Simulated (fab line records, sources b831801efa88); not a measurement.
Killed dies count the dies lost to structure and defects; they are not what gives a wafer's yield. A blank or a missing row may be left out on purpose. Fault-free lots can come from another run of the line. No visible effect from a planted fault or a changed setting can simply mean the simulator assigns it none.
fab line records	flow sky130
record: lots: 6	wafers: 18	lastDay: 50
route steps=708 shown LI_CONTACT@375 LOCAL_INTERCONNECT@387
lots with no fault: from the same line, run without faults
startH: start of the lot's first displayed wafer, in hours after the record's first day	waitH: how many hours have passed since the lot's step before this one	" repeats the value in the row above	L1.1+2: a single row standing in for several wafers	- no value present, or no start provided	* or withheld: withheld	< > ~ a bound
route shown NAME@n: a module of which the file shows steps, and the number in the route of the first	usual: mean/standard deviation taken from wafers without a fault	same: alike in all rows	chamber/n: place in a boat	sites: readings site by site	_std_site: how widely they spread, as a standard deviation	_edge_site: inner sites' mean taken away from outer sites' mean	radiusMm: how far each site lies from the wafer's centre	mask NAME#n: copy n	behind: the tool/chamber that last shaped the wafer	hold: why the lot went on hold/how many hours it stayed there/how the hold came to an end	device: names the non-switching transistor (n, p or np)	end of line: at the end of the route, the tests of the same wafers	for a step that has no rows: nothing shown but its recipe	killed: dies that structure and defects cost at the first sort, which is not the same as the wafer's yield	map: shows each die of a wafer: x if killed, . if not, _ if none is there
set.NAME: the run value of the setting; set.NAME@STEP: its run value at that earlier step	model.NAME: the simulator's own value behind a step, which no gauge read
a table for each step, a row for each wafer; lots at some steps of the route
services: the hour from which a tool's chamber was out of use, counted from the record's first day as startH (under 0 if before that day), plus the number of hours and why
== steps ==
step: SKY_LI_CONTACT_OVL_MEAS_13
usual: LI_CONTACT_OVL: 4/5.4
lot.wafer	tool	chamber	startH	waitH	LI_CONTACT_OVL[nm]
L519.1	overlay-02	-	687.92	0.1	9
L519.5	"	-	"	"	-3
L519.6	"	-	"	"	2
L523.1	overlay-01	-	727.65	0.1	6
L523.2	"	-	"	"	-1
L523.6	"	-	"	"	-1
L526.1	overlay-01	-	750.90	0.1	-4
L526.2	"	-	"	"	5
L526.4	"	-	"	"	3
L534.3	overlay-01	-	821.51	0.1	10
L534.5	"	-	"	"	7
L534.6	"	-	"	"	11
L537.1	overlay-02	-	826.95	0.1	5
L537.2	"	-	"	"	1
L537.3	"	-	"	"	-2
L538.2	overlay-01	-	840.07	0.1	6
L538.3	"	-	"	"	10
L538.4	"	-	"	"	8
step: SKY_LI_CONTACT_ETCH_14
recipe: chemistry: N2/H2	target: BARC	ionEnergyEv: 200	sourceW: 500	biasW: 100	pressureMtorr: 30	n2FlowSccm: 100	h2FlowSccm: 200	stopOn: SiO2	timeS: 45.9	targetDepthA: 600
usual: drypumpMotorCurrentA: 5.7/0.36	oesProductAu: 0.855/0.0043	throttleValvePct: 13.224/0.0094
lot.wafer	tool	chamber	startH	waitH	drypumpMotorCurrentA	oesProductAu	rfHoursCounterH	throttleValvePct
L519.1	rieDiel-03	3	687.95	0.0	5.7	0.861	6	13.239
L519.5	"	1	"	"	6.2	0.857	-	13.207
L519.6	"	0	"	"	5.8	0.853	-	13.228
L523.1	rieDiel-01	1	727.68	0.0	5.4	0.860	13	13.236
L523.2	"	0	"	"	5.6	0.857	0	13.227
L523.6	"	1	"	"	5.4	0.852	-	13.236
L526.1	rieDiel-02	3	750.93	0.0	5.7	0.857	11	13.225
L526.2	"	0	"	"	5.5	0.856	9	13.228
L526.4	"	1	"	"	6.4	0.850	9	13.232
L534.3	rieDiel-03	1	821.53	0.0	6.2	0.856	1	13.223
L534.5	"	0	"	"	5.8	0.860	-	13.204
L534.6	"	3	"	"	5.7	0.856	-	13.220
L537.1	rieDiel-03	1	826.98	0.0	6.2	0.847	1	13.228
L537.2	"	3	"	"	5.7	0.858	10	13.238
L537.3	"	0	"	"	5.8	0.863	11	13.229
L538.2	rieDiel-01	1	840.10	0.0	5.4	0.858	14	13.226
L538.3	"	3	"	"	5.8	0.847	5	13.225
L538.4	"	0	"	"	5.7	0.856	4	13.215
step: SKY_LI_CONTACT_ETCH_15
recipe: target: PSG	chemistry: C4F8/O2/Ar	stopOn: Si	taperDeg: 4.15	maskMaterial: KrF-thick	sourceW: 1500	biasW: 1200	pressureMtorr: 40	c4f8FlowSccm: withheld	O2_flow_sccm: 6	Ar_flow_sccm: 300	timeS: withheld	targetDepthA: 6000
usual: oesProductAu: 0.838/0.0045
lot.wafer	tool	chamber	startH	waitH	oesProductAu
L519.1	rieDiel-03	3	687.99	0.0	0.835
L519.5	"	1	"	"	0.833
L519.6	"	0	"	"	0.837
L523.1	rieDiel-01	1	727.73	0.0	0.837
L523.2	"	0	"	"	0.837
L523.6	"	1	"	"	0.834
L526.1	rieDiel-02	3	750.98	0.0	0.841
L526.2	"	0	"	"	0.836
L526.4	"	1	"	"	0.832
L534.3	rieDiel-03	1	821.58	0.0	0.845
L534.5	"	0	"	"	0.835
L534.6	"	3	"	"	0.838
L537.1	rieDiel-03	1	827.03	0.0	0.829
L537.2	"	3	"	"	0.839
L537.3	"	0	"	"	0.843
L538.2	rieDiel-01	1	840.14	0.0	0.833
L538.3	"	3	"	"	0.835
L538.4	"	0	"	"	0.837
step: SKY_LI_CONTACT_STRIP_16
recipe: chemistry: O2/N2	powerW: 1400	pressureMtorr: 1500	platenTempC: withheld	o2FlowSccm: 3000	n2FlowSccm: 300	overashFraction: 0.5
usual: drypumpMotorCurrentA: 5.9/0.45	oesProductAu: 0.375/0.0047	stripTimeToEndpointS: 3.503/0.023
lot.wafer	tool	chamber	startH	waitH	drypumpMotorCurrentA	oesProductAu	rfHoursCounterH	stripTimeToEndpointS
L519.1	plasmaAsher-04	0	688.08	-	5.9	0.370	25	3.538
L519.5	"	0	"	"	5.9	0.378	-	3.494
L519.6	"	1	"	"	6.4	0.385	-	3.498
L523.1	plasmaAsher-04	0	727.81	-	5.9	0.376	29	3.498
L523.2	"	1	"	"	6.3	0.378	29	3.538
L523.6	"	1	"	"	6.3	0.375	-	3.523
L526.1	plasmaAsher-03	1	751.06	-	6.1	0.374	92	3.521
L526.2	"	0	"	"	6.5	0.388	92	3.506
L526.4	"	0	"	"	6.5	0.369	-	3.521
L534.3	plasmaAsher-01	0	821.70	-	5.1	0.379	-	3.503
L534.5	"	0	"	"	5.1	0.377	-	3.520
L534.6	"	1	"	"	6.1	0.378	-	3.505
L537.1	plasmaAsher-04	0	827.11	-	5.9	0.378	40	3.510
L537.2	"	1	"	"	6.3	0.375	40	3.519
L537.3	"	1	"	"	6.3	0.370	-	3.492
L538.2	plasmaAsher-01	1	840.23	-	6.1	0.367	10	3.530
L538.3	"	0	"	"	5.2	0.379	-	3.525
L538.4	"	1	"	"	6.1	0.372	-	3.540
step: SKY_LI_CONTACT_CLEAN_17
recipe: chemistry: NMP	timeS: 600	tempC: 60	dry: n2Spin
step: SKY_LI_CONTACT_PRE_CLEAN_18
recipe: gas: Ar	timeS: 5.6	biasV: 358
step: SKY_LI_CONTACT_SPUTTER_19
recipe: material: Ti	targetThkNm: 20	chamberPressurePa: 5	powerW: 2500	substrateTempC: 200	timeS: 106.37
usual: cathodeDcPowerW: 2500.0/0.43	throttleValvePct: 30.1/0.94
lot.wafer	tool	chamber	startH	waitH	cathodeDcPowerW	throttleValvePct
L519.1	pvdSputter-01	-	688.37	0.0	2498.6	28.9
L519.5	"	-	"	"	2500.5	29.9
L519.6	"	-	"	"	2500.3	28.8
L523.1	pvdSputter-04	-	728.12	0.0	2499.6	29.9
L523.2	"	-	"	"	2499.6	29.7
L523.6	"	-	"	"	2499.7	30.8
L526.1	pvdSputter-04	-	751.37	0.0	2500.2	29.8
L526.2	"	-	"	"	2500.8	29.5
L526.4	"	-	"	"	2500.2	31.2
L534.3	pvdSputter-01	-	821.96	0.0	2499.9	29.0
L534.5	"	-	"	"	2500.2	28.9
L534.6	"	-	"	"	2500.4	28.7
L537.1	pvdSputter-01	-	827.41	0.0	2500.2	30.1
L537.2	"	-	"	"	2499.8	29.2
L537.3	"	-	"	"	2500.1	28.7
L538.2	pvdSputter-01	-	840.52	0.0	2500.4	29.0
L538.3	"	-	"	"	2499.5	30.2
L538.4	"	-	"	"	2499.6	30.3
step: SKY_LI_CONTACT_SPUTTER_20
recipe: material: TiN	targetThkNm: 20	chamberPressurePa: 5	powerW: 4000	timeS: 80
step: SKY_LI_CONTACT_CVD_21
recipe: material: W	targetThkNm: 400	timeS: 120.56	tempC: 400	pressureTorr: 40
step: SKY_LI_CONTACT_RS_MEAS_22
recipe: thkMeasGauge: four-point-probe	reads: W_of_LI_CONTACT_CVD_21+TiN_of_LI_CONTACT_SPUTTER_20+Ti_of_LI_CONTACT_SPUTTER_19
usual: LI_CONTACT_W_RS: 0.284/0.0045
lot.wafer	tool	chamber	startH	waitH	LI_CONTACT_W_RS[ohm/sq]
L519.1	filmMetro-01	-	688.64	0.1	0.286
L519.5	"	-	"	"	0.277
L519.6	"	-	"	"	0.285
L523.1	filmMetro-03	-	728.38	0.1	0.285
L523.2	"	-	"	"	0.285
L523.6	"	-	"	"	0.288
L526.1	filmMetro-02	-	751.63	0.1	0.288
L526.2	"	-	"	"	0.284
L526.4	"	-	"	"	0.288
L534.3	filmMetro-02	-	822.26	0.1	0.288
L534.5	"	-	"	"	0.293
L534.6	"	-	"	"	0.277
L537.1	filmMetro-02	-	827.67	0.1	0.276
L537.2	"	-	"	"	0.287
L537.3	"	-	"	"	0.281
L538.2	filmMetro-02	-	840.81	0.1	0.288
L538.3	"	-	"	"	0.288
L538.4	"	-	"	"	0.276
step: SKY_LI_CONTACT_THK_MEAS_23
recipe: thkMeasGauge: xrf	reads: W_of_LI_CONTACT_CVD_21
usual: LI_CONTACT_W_THK: 401/11
lot.wafer	tool	chamber	startH	waitH	LI_CONTACT_W_THK[nm]
L519.1	filmMetro-01	-	688.76	0.1	397
L519.5	"	-	"	"	410
L519.6	"	-	"	"	399
L523.1	filmMetro-03	-	728.50	0.1	414
L523.2	"	-	"	"	409
L523.6	"	-	"	"	409
L526.1	filmMetro-02	-	751.75	0.1	391
L526.2	"	-	"	"	397
L526.4	"	-	"	"	391
L534.3	filmMetro-02	-	822.36	0.1	385
L534.5	"	-	"	"	379
L534.6	"	-	"	"	399
L537.1	filmMetro-02	-	827.79	0.1	404
L537.2	"	-	"	"	388
L537.3	"	-	"	"	397
L538.2	filmMetro-02	-	840.92	0.1	389
L538.3	"	-	"	"	386
L538.4	"	-	"	"	403
step: SKY_LI_CONTACT_CMP_24
recipe: stopOn: PSG	tOverpolishS: 20	downForcePsi: 3.5	platenRpm: 60	targetThkNm: 0	padVelocityMS: 0.94248
step: SKY_LOCAL_INTERCONNECT_SPUTTER_00
recipe: material: TiN	targetThkNm: 100	tempC: 300	powerW: 6500	timeS: 83.3	chamberPressurePa: 0.4
usual: cathodeDcPowerW: 6499.9/1.2	throttleValvePct: 30.2/0.88
lot.wafer	tool	chamber	startH	waitH	cathodeDcPowerW	throttleValvePct	model.TiN_of_LOCAL_INTERCONNECT_SPUTTER_00.thkNm
L519.1	pvdSputter-02	-	689.12	0.1	6501.9	31.0	100.2
L519.5	"	-	"	"	6498.8	29.8	99.88
L519.6	"	-	"	"	6499.7	29.9	100.1
L523.1	pvdSputter-03	-	728.86	0.2	6500.8	31.1	100.1
L523.2	"	-	"	"	7869.6	31.4	120.8
L523.6	"	-	"	"	6499.8	31.0	100.2
L526.1	pvdSputter-03	-	752.11	0.2	6499.6	31.0	99.94
L526.2	"	-	"	"	6500.2	31.0	100.9
L526.4	"	-	"	"	7869.0	31.3	121.3
L534.3	pvdSputter-02	-	822.70	0.1	6499.6	29.9	99.26
L534.5	"	-	"	"	6500.8	28.4	99.9
L534.6	"	-	"	"	6499.2	29.8	99.53
L537.1	pvdSputter-04	-	828.15	0.2	6498.3	29.8	99.95
L537.2	"	-	"	"	6498.8	31.2	99.18
L537.3	"	-	"	"	6500.8	29.5	99.63
L538.2	pvdSputter-03	-	841.27	0.1	6499.8	29.3	100.1
L538.3	"	-	"	"	6498.8	31.2	100.7
L538.4	"	-	"	"	6499.7	31.1	100.5
step: SKY_LOCAL_INTERCONNECT_RS_MEAS_01
recipe: thkMeasGauge: four-point-probe	reads: TiN_of_LOCAL_INTERCONNECT_SPUTTER_00
usual: LOCAL_INTERCONNECT_TIN_RS: 14.11/0.11
lot.wafer	tool	chamber	startH	waitH	LOCAL_INTERCONNECT_TIN_RS[ohm/sq]
L519.1	filmMetro-03	-	689.18	0.0	14.11
L519.5	"	-	"	"	14.12
L519.6	"	-	"	"	14.10
L523.1	filmMetro-04	-	728.93	0.0	14.11
L523.2	"	-	"	"	11.63
L523.6	"	-	"	"	14.13
L526.1	filmMetro-02	-	752.18	0.0	14.13
L526.2	"	-	"	"	13.99
L526.4	"	-	"	"	11.57
L534.3	filmMetro-04	-	822.80	0.1	14.27
L534.5	"	-	"	"	14.18
L534.6	"	-	"	"	14.21
L537.1	filmMetro-03	-	828.21	0.0	14.11
L537.2	"	-	"	"	14.25
L537.3	"	-	"	"	14.18
L538.2	filmMetro-04	-	841.35	0.1	14.11
L538.3	"	-	"	"	14.06
L538.4	"	-	"	"	14.07
step: SKY_LOCAL_INTERCONNECT_THK_MEAS_02
recipe: thkMeasGauge: xrf	reads: TiN_of_LOCAL_INTERCONNECT_SPUTTER_00
usual: LOCAL_INTERCONNECT_TIN_THK: 99.4/0.82
lot.wafer	tool	chamber	startH	waitH	LOCAL_INTERCONNECT_TIN_THK[nm]
L519.1	filmMetro-03	-	689.30	0.1	99.3
L519.5	"	-	"	"	99.3
L519.6	"	-	"	"	99.9
L523.1	filmMetro-04	-	729.05	0.1	98.9
L523.2	"	-	"	"	119.9
L523.6	"	-	"	"	98.9
L526.1	filmMetro-02	-	752.30	0.1	98.8
L526.2	"	-	"	"	99.7
L526.4	"	-	"	"	119.9
L534.3	filmMetro-04	-	822.90	0.1	98.7
L534.5	"	-	"	"	99.3
L534.6	"	-	"	"	99.4
L537.1	filmMetro-03	-	828.33	0.1	99.7
L537.2	"	-	"	"	99.4
L537.3	"	-	"	"	99.9
L538.2	filmMetro-04	-	841.46	0.1	99.3
L538.3	"	-	"	"	99.5
L538.4	"	-	"	"	99.9
step: SKY_LOCAL_INTERCONNECT_DEHYDRATE_03
recipe: tempC: 200	timeS: 60
step: SKY_LOCAL_INTERCONNECT_HMDS_04
recipe: primeTimeS: 60	primeTempC: 120
step: SKY_LOCAL_INTERCONNECT_COAT_05
recipe: resist: BARC	tempC: withheld	timeS: withheld	spinRpm: 3000	resistThkNm: 60
step: SKY_LOCAL_INTERCONNECT_COAT_06
recipe: resist: KrF-thick	spinRpm: 3000	resistThkNm: 450
step: SKY_LOCAL_INTERCONNECT_SOFTBAKE_07
recipe: tempC: 100	timeS: 90	resist: KrF-thick
step: SKY_LOCAL_INTERCONNECT_EXPOSE_08
recipe: maskId: LI1M	na: 0.8	sourceShape: annular	sigmaInner: 0.55	sigmaOuter: 0.85	targetCdNm: 170	doseMj: 28
step: SKY_LOCAL_INTERCONNECT_PEB_09
recipe: pebTempC: withheld	pebTimeS: withheld	resist: KrF-thick
step: SKY_LOCAL_INTERCONNECT_DEVELOP_10
recipe: developTimeS: 60	resist: KrF-thick	devTempC: 21
step: SKY_LOCAL_INTERCONNECT_CD_MEAS_11
recipe: targetCdNm: 170
usual: cdNm: 170.7/1.6
lot.wafer	tool	chamber	startH	waitH	cdNm
L519.1	cdSem-02	-	716.87	-	170.1
L519.5	"	-	"	"	170.2
L519.6	"	-	"	"	171.0
L523.1	cdSem-02	-	755.22	-	170.3
L523.2	"	-	"	"	169.1
L523.6	"	-	"	"	169.1
L526.1	cdSem-01	-	779.37	-	171.4
L526.2	"	-	"	"	171.1
L526.4	"	-	"	"	170.6
L534.3	cdSem-01	-	849.19	-	167.7
L534.5	"	-	"	"	168.8
L534.6	"	-	"	"	169.0
L537.1	cdSem-01	-	854.15	-	172.3
L537.2	"	-	"	"	171.5
L537.3	"	-	"	"	169.3
L538.2	cdSem-02	-	867.52	-	169.1
L538.3	"	-	"	"	168.5
L538.4	"	-	"	"	168.8
step: SKY_LOCAL_INTERCONNECT_OVL_MEAS_12
usual: LOCAL_INTERCONNECT_OVL: 3/5
lot.wafer	tool	chamber	startH	waitH	LOCAL_INTERCONNECT_OVL[nm]
L519.1	overlay-02	-	716.99	0.1	7
L519.5	"	-	"	"	4
L519.6	"	-	"	"	2
L523.1	overlay-02	-	755.34	0.1	6
L523.2	"	-	"	"	2
L523.6	"	-	"	"	5
L526.1	overlay-02	-	779.49	0.1	7
L526.2	"	-	"	"	4
L526.4	"	-	"	"	5
L534.3	overlay-02	-	849.28	0.1	-2
L534.5	"	-	"	"	5
L534.6	"	-	"	"	7
L537.1	overlay-02	-	854.27	0.1	0
L537.2	"	-	"	"	-2
L537.3	"	-	"	"	4
L538.2	overlay-01	-	867.62	0.1	5
L538.3	"	-	"	"	7
L538.4	"	-	"	"	2
step: SKY_LOCAL_INTERCONNECT_ETCH_13
recipe: chemistry: N2/H2	target: BARC	ionEnergyEv: 200	biasW: 100	pressureMtorr: 30	n2FlowSccm: 100	h2FlowSccm: 200	icpW: 500	stopOn: SiO2	timeS: 45.9	targetDepthA: 600
usual: drypumpMotorCurrentA: 5.4/0.34	oesProductAu: 0.855/0.0044	throttleValvePct: 13.226/0.0083
lot.wafer	tool	chamber	startH	waitH	drypumpMotorCurrentA	oesProductAu	rfHoursCounterH	throttleValvePct
L519.1	rieMetal-04	1	717.03	0.0	5.7	0.858	12	13.228
L519.5	"	1	"	"	5.7	0.856	-	13.225
L519.6	"	0	"	"	4.8	0.854	-	13.237
L523.1	rieMetal-01	0	755.38	0.0	5.8	0.857	8	13.233
L523.2	"	1	"	"	5.3	0.856	5	13.233
L523.6	"	0	"	"	5.8	0.855	-	13.228
L526.1	rieMetal-01	0	779.53	0.0	5.8	0.854	9	13.235
L526.2	"	1	"	"	5.3	0.857	5	13.225
L526.4	"	0	"	"	5.8	0.859	-	13.211
L534.3	rieMetal-01	1	849.32	0.0	5.4	0.861	-	13.238
L534.5	"	1	"	"	5.3	0.863	-	13.222
L534.6	"	0	"	"	5.8	0.854	-	13.218
L537.1	rieMetal-04	0	854.30	0.0	4.9	0.859	18	13.228
L537.2	"	1	"	"	5.7	0.858	17	13.212
L537.3	"	0	"	"	4.9	0.851	-	13.213
L538.2	rieMetal-01	0	867.65	0.0	5.8	0.856	12	13.226
L538.3	"	1	"	"	5.3	0.857	-	13.222
L538.4	"	0	"	"	5.8	0.853	-	13.216
step: SKY_LOCAL_INTERCONNECT_METAL_ETCH_14
recipe: targetDepthNm: 110	stopOn: PSG	chemistry: Cl2/BCl3	target: TiN	resistSidewallDeg: 88	pressureMtorr: 10	icpW: 900	biasW: 48.5	Cl2_flow_sccm: 60	bcl3FlowSccm: 30	timeS: 31.4
usual: drypumpMotorCurrentA: 5.4/0.34	mfcCl2Sccm: 60.00/0.19	oesProductAu: 0.943/0.0058	throttleValvePct: 21.901/0.0098
lot.wafer	tool	chamber	startH	waitH	drypumpMotorCurrentA	mfcCl2Sccm	oesProductAu	rfHoursCounterH	throttleValvePct
L519.1	rieMetal-04	1	717.09	0.0	5.7	60.00	0.940	12	21.914
L519.5	"	1	"	"	5.7	60.06	0.933	-	21.915
L519.6	"	0	"	"	4.9	60.06	0.939	-	21.903
L523.1	rieMetal-01	0	755.44	0.0	5.8	59.71	0.946	9	21.899
L523.2	"	1	"	"	5.3	60.18	1.000	5	21.859
L523.6	"	0	"	"	5.8	59.52	0.944	-	21.897
L526.1	rieMetal-01	0	779.59	0.0	5.8	59.69	0.942	9	21.895
L526.2	"	1	"	"	5.3	60.06	0.948	5	21.909
L526.4	"	0	"	"	5.8	60.04	1.014	-	21.857
L534.3	rieMetal-01	1	849.38	0.0	5.3	59.92	0.937	-	21.909
L534.5	"	1	"	"	5.3	59.66	0.942	-	21.906
L534.6	"	0	"	"	5.8	59.99	0.942	-	21.906
L537.1	rieMetal-04	0	854.37	0.0	4.9	60.19	0.941	18	21.904
L537.2	"	1	"	"	5.7	59.92	0.944	17	21.903
L537.3	"	0	"	"	4.9	60.41	0.938	-	21.902
L538.2	rieMetal-01	0	867.72	0.0	5.8	59.86	0.949	12	21.902
L538.3	"	1	"	"	5.3	59.98	0.944	-	21.900
L538.4	"	0	"	"	5.8	60.10	0.949	-	21.899
step: SKY_LOCAL_INTERCONNECT_STRIP_15
recipe: chemistry: O2/N2	powerW: 1400	pressureMtorr: 1500	platenTempC: withheld	o2FlowSccm: 3000	n2FlowSccm: 300	overashFraction: 0.5
step: SKY_LOCAL_INTERCONNECT_STRIP_16
recipe: chemistry: postEtchResidueRemover	timeS: 1200	tempC: 72.5
lot.wafer	tool	chamber	startH	waitH	model.TiN_of_LOCAL_INTERCONNECT_SPUTTER_00.thkNm
L519.1	wetBench-02	1	717.24	0.1	99.74
L519.5	"	1	"	"	99.45
L519.6	"	1	"	"	99.69
L523.1	wetBench-02	3	755.59	0.1	99.62
L523.2	"	3	"	"	120.4
L523.6	"	3	"	"	99.75
L526.1	wetBench-04	1	779.74	0.1	99.52
L526.2	"	1	"	"	100.5
L526.4	"	1	"	"	120.9
L534.3	wetBench-03	3	849.52	0.0	98.85
L534.5	"	3	"	"	99.49
L534.6	"	3	"	"	99.11
L537.1	wetBench-02	3	854.52	0.1	99.53
L537.2	"	3	"	"	98.76
L537.3	"	3	"	"	99.21
L538.2	wetBench-02	1	867.87	0.1	99.71
L538.3	"	1	"	"	100.2
L538.4	"	1	"	"	100.1
step: SKY_LOCAL_INTERCONNECT_CLEAN_17
recipe: chemistry: IPA	timeS: 180	tempC: 25
== services ==
tool	chamber	startH	hours	kind
pvdSputter-02	-	664.55	0.7	repair
rieDiel-03	1	671.73	6.3	repair
pvdSputter-02	-	672.58	3.7	repair
plasmaAsher-04	-	677.87	2.8	pm
rieDiel-01	-	679.00	2.7	repair
rieDiel-02	-	679.48	2.8	pm
rieDiel-03	-	681.75	2.8	pm
rieMetal-04	-	683.60	0.5	repair
rieDiel-03	2	684.59	6.7	repair
rieMetal-04	-	696.91	0.4	repair
rieDiel-01	2	698.04	8.8	repair
rieDiel-03	3	708.56	15.6	repair
rieDiel-01	0	718.96	5.4	repair
rieDiel-01	2	723.79	4.3	repair
rieMetal-04	1	752.75	1.6	repair
pvdSputter-01	-	778.55	5.0	repair
rieDiel-01	1	783.22	52.3	repair
rieDiel-01	-	788.40	1.1	repair
rieMetal-04	-	806.43	2.0	repair
rieMetal-01	-	814.98	1.4	pm
pvdSputter-03	-	816.81	5.6	repair
rieDiel-01	3	822.50	3.9	repair
rieMetal-04	-	825.33	2.8	pm
rieMetal-04	1	856.17	5.0	repair
== key ==
firstSign: step: SKY_LOCAL_INTERCONNECT_SPUTTER_00	reading: cathodeDcPowerW	direction: up	sigmas: 99+	usual: 6499.9	struck: 7869.3
effect: step: SKY_LOCAL_INTERCONNECT_RS_MEAS_01	reading: LOCAL_INTERCONNECT_TIN_RS	direction: down	sigmas: 23	usual: 14.11	struck: 11.60
effect: step: SKY_LOCAL_INTERCONNECT_THK_MEAS_02	reading: LOCAL_INTERCONNECT_TIN_THK	direction: up	sigmas: 25	usual: 99.4	struck: 119.9
effect: step: SKY_LOCAL_INTERCONNECT_METAL_ETCH_14	reading: oesProductAu	direction: up	sigmas: 11	usual: 0.943	struck: 1.007
modelEffect: step: SKY_LOCAL_INTERCONNECT_SPUTTER_00	value: TiN_of_LOCAL_INTERCONNECT_SPUTTER_00.thkNm	without: 100	struck: 121.1
modelEffect: step: SKY_LOCAL_INTERCONNECT_STRIP_16	value: TiN_of_LOCAL_INTERCONNECT_SPUTTER_00.thkNm	without: 99.58	struck: 120.7
metAt SKY_LOCAL_INTERCONNECT_SPUTTER_00
struckWafers L523.2,L526.4
laterRowsLeftOut L523.2,L526.4
sortLeftOut L523.2,L526.4
testerLeftOut L523,L526
fault: kind: processParameterDrift	tool: pvdSputter-03	chamber: -	onsetH: 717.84	steps: SKY_LOCAL_INTERCONNECT_SPUTTER_00	channel: powerW	offset: *	shape: step	endH: 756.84	actsIn: *	stated: *	scope: struckWafersOnly
testerLeftOut: of these lots the tester's yield and bins aren't shown, on N5 and GAA mostly nor the transistor test; their killed dies are dies lost to structure and defects alone, not to doping, threshold or leakage, so they don't give the yield
sortLeftOut: the simulated sort isn't trusted on such a fault, so these wafers' sort isn't shown, and their yield isn't known
laterRowsLeftOut: the simulator's readings of these wafers behind a module that went badly wrong aren't trusted and aren't shown, but for the sort
